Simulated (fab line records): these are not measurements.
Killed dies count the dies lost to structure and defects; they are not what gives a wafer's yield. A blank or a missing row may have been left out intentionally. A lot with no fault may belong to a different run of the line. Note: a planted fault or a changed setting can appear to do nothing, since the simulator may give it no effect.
A lot that was struck, set against a sound lot || flow sky130 || 37 out of 708 route steps
Sound: wafers L234.2, L234.3, L234.5. Struck: wafers L220.2, L220.6. (L220.4 of the same lot was not struck and is left out.) The cause comes at the end.
Each step with rows lists, per side, the tool, then ch with its chambers, then its first start. Under that, the readings that differ: sound wafers || struck wafers || difference of the means || sigmas: that difference in standard deviations of wafers without a fault.
alike: same words and numbers on both sides, and readings whose means sit less than 2 such deviations apart. not compared: any withheld reading, any reading some wafer has no value for, any bound like >300 that may hide the same value, and any number with overlapping values for which the record gives no deviation.
The two part at a step that has a row with sigmas, a row that says differs or no value, or rows on one side only. Non-overlapping numbers with no deviation appear without sigmas and do not part them. A reading that every wafer of one side lacks parts them only if that side has two wafers or more.

first, 10 steps without rows for these wafers: SKY_VIA2_CLEAN_18 (cleans in IPA, time 180 s); SKY_VIA2_CLEAN_19 (cleans in O3/DIW); SKY_VIA2_SPUTTER_20 (material TiN, target thk 20 nm, time 80 s); SKY_VIA2_CVD_21 (deposits W, target thk 420 nm, time 126.4 s); SKY_VIA2_CMP_24 (polishes, stops on SiO2, t overpolish 20 s, target thk 0 nm); SKY_METAL3_SPUTTER_00 (material Ti, target thk 15 nm, time 10 s); SKY_METAL3_SPUTTER_01 (material TiN, target thk 20 nm, time 16.7 s); SKY_METAL3_SPUTTER_02 (material AlCu, target thk 735 nm, time 39.1 s); SKY_METAL3_SPUTTER_03 (material Ti, target thk 5 nm, time 3.3 s); SKY_METAL3_SPUTTER_04 (material TiN, target thk 70 nm, time 58.3 s).
SKY_CAPM_CVD_00: deposits SiO2, target thk 15.5 nm.
  sound on pecvd-02 ch 0,1, day 42 23:00; struck on pecvd-01 ch 1, day 39 02:28
{"reading": "model.SiO2_of_CAPM_CVD_00.thk nm (nm)", "sound": "15.23 15.33 15.51", "struck": "16.29 16.49", "difference": "+1.03", "sigmas": ""}
  alike: heater power w, rf fwd power W
SKY_CAPM_THK_MEAS_01:
  struck on film metro-01, day 39 02:29; sound on film metro-01, day 42 23:02
{"reading": "CAPM_CVD_00_THK (nm)", "sound": "15.2 15.4 15.5", "struck": "16.3 16.5", "difference": "+1.0", "sigmas": "+3"}
then, 23 steps without rows for these wafers: SKY_CAPM_SPUTTER_02 (material TiN, target thk 200 nm, time 166.7 s); SKY_CAPM_DEHYDRATE_05 (time 60 s); SKY_CAPM_HMDS_06 (prime time 60 s); SKY_CAPM_COAT_07 (resist thk 1140 nm); SKY_CAPM_SOFTBAKE_08 (time 60 s); SKY_CAPM_EXPOSE_09 (exposes mask CAPM, target cd 1000 nm); SKY_CAPM_PEB_10; SKY_CAPM_DEVELOP_11 (develop time 60 s); SKY_CAPM_METAL_ETCH_13 (etches TiN in Cl2/BCl3, stops on SiO2, target depth 220 nm, time 62.9 s); SKY_CAPM_STRIP_14 (strips in O2/N2); SKY_CAPM_STRIP_15 (strips in post etch residue remover, time 1200 s); SKY_CAPM_CLEAN_16 (cleans in IPA, time 180 s); SKY_CAPM_CLEAN_17 (cleans in O3/DIW); SKY_METAL3_DEHYDRATE_05 (time 60 s); SKY_METAL3_HMDS_06 (prime time 60 s); SKY_METAL3_COAT_07 (resist thk 60 nm); SKY_METAL3_COAT_08 (resist thk 1140 nm); SKY_METAL3_SOFTBAKE_09 (time 90 s); SKY_METAL3_EXPOSE_10 (exposes mask MM3, target cd 300 nm); SKY_METAL3_PEB_11; SKY_METAL3_DEVELOP_12 (develop time 60 s); SKY_METAL3_DESCUM_15 (chemistry O2, time 8 s); SKY_METAL3_ETCH_16 (etches BARC in N2/H2, stops on SiO2, time 88.2 s, target depth 60 nm).
-- the record jumps here: 2 days lie between the struck wafers' starts before and after --
SKY_METAL3_ETCH_17: etches SiO2 in C4F8/O2/Ar, stops on TiN, time 3.9 s, target depth 15 nm.
  sound on rie diel-02 ch 0,1,3, day 44 21:37; struck on rie diel-01 ch 2,3, day 41 04:35
{"reading": "oes product au (a.u.)", "sound": "0.744 0.753 0.753", "struck": "0.773 0.779", "difference": "+0.026", "sigmas": "+3"}
{"reading": "model.etch.depth nm (nm)", "sound": "15.23 15.33 15.51", "struck": "16.29 16.49", "difference": "+1.03", "sigmas": ""}
  alike: rf fwd power W
-- the record jumps here: 7 days lie between the struck wafers' starts before and after (it left off in module METAL3 and takes up again in module PAD_OPEN, whose first step shown is number 708 of the route) --
SKY_PAD_OPEN_PROBE_99:
  struck on prober-01, day 48 00:49; sound on prober-01, day 50 19:12
{"reading": "defect limited yield (%)", "sound": "79.1 82.5 80.1", "struck": "84.3 86.2", "difference": "+4.7", "sigmas": "+2"}
{"reading": "killed at front end", "sound": "20 17 25", "struck": "12 7", "difference": -11, "sigmas": -3}
{"reading": "killed dies", "sound": "103 86 98", "struck": "77 68", "difference": -23, "sigmas": -2}
{"reading": "sort_bin_6_memory (%)", "sound": "6.1 6.1 7.1", "struck": "4.5 3.7", "difference": -2.3, "sigmas": -2}
{"reading": "sort n pass", "sound": "389 406 394", "struck": "415 424", "difference": "+23", "sigmas": "+2"}
{"reading": "sort yield pct (%)", "sound": "79.1 82.5 80.1", "struck": "84.3 86.2", "difference": "+4.7", "sigmas": "+2"}
{"reading": "model.etest.cap mim.bv v (V)", "sound": "14.2 14.25 13.97", "struck": "14.72 14.81", "difference": "+0.62", "sigmas": ""}
{"reading": "model.etest.cap mim.c ff um2", "sound": "2.391 2.364 2.36", "struck": "2.236 2.197", "difference": -0.155, "sigmas": ""}
  alike: killed_at_M0_to_M3, killed_at_M4_up, killed at contacts, killed at other, killed open, killed short, sort_bin_3_pad_short, sort_bin_5_function
  not compared: model.etest.cap mim.leak log10 a cm2

## WHERE THEY PART
At SKY_CAPM_THK_MEAS_01 first; at SKY_PAD_OPEN_PROBE_99 last (within this record only).

WHY: the cause the simulator had injected
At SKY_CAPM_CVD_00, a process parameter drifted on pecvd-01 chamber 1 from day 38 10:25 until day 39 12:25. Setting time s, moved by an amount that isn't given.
